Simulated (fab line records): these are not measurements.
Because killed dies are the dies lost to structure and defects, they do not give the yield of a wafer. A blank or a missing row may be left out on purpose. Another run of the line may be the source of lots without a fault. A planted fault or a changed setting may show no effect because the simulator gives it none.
Chamber matching / flow sky130 / rieDiel-04 running SKY_LI_CONTACT_ETCH_15: 4 sister chambers
The step etches PSG in C4F8/O2/Ar, stops on Si, target depth 600 nm. 4 wafers are shown with their chamber, then 7 later ones without.

== WAFERS WITH THEIR CHAMBER ==
wafer=L502.2; chamber=2; oesProductAu (a.u.)=0.844
wafer=L517.6; chamber=0; oesProductAu (a.u.)=0.845
wafer=L519.1; chamber=1; oesProductAu (a.u.)=0.839
wafer=L519.4; chamber=3; oesProductAu (a.u.)=0.839

== WAFERS WHOSE CHAMBER IS MISSING ==
wafer=L519.5; oesProductAu (a.u.)=0.832
wafer=L518.2; oesProductAu (a.u.)=0.836
wafer=L518.3; oesProductAu (a.u.)=0.848
wafer=L518.5; oesProductAu (a.u.)=0.840
wafer=L524.1; oesProductAu (a.u.)=0.839
wafer=L524.2; oesProductAu (a.u.)=0.840
wafer=L524.3; oesProductAu (a.u.)=0.840

== WHICH CHAMBER EACH WENT THROUGH ==
wafer=L519.5; from the rows above=can't be placed: 1 or 3 or 2 or 0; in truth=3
wafer=L518.2; from the rows above=can't be placed: 1 or 3 or 2 or 0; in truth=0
wafer=L518.3; from the rows above=can't be placed: 0 or 2 or 1 or 3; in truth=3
wafer=L518.5; from the rows above=can't be placed: 1 or 3 or 2 or 0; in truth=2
wafer=L524.1; from the rows above=can't be placed: 1 or 3 or 2 or 0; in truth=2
wafer=L524.2; from the rows above=can't be placed: 1 or 3 or 2 or 0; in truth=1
wafer=L524.3; from the rows above=can't be placed: 1 or 3 or 2 or 0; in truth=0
0 of 7 placed correctly. Can't be placed from these rows: 7 (the true chamber is among the candidates in 7). Placed wrongly: 0.
How it was worked out, from the rows above alone: a wafer's distance from a chamber is the root of the sum, over the readings, of the square of ((its reading less the chamber's mean) divided by the reading's scatter). The wafer belongs to the nearest chamber; if the next one is less than 2 further off, it can't be placed. For every chamber, the mean is computed from those of its wafers that are shown. The scatter: with one shown wafer a chamber, the root of the mean of the squares of how far each hidden wafer lies from its nearest shown one.
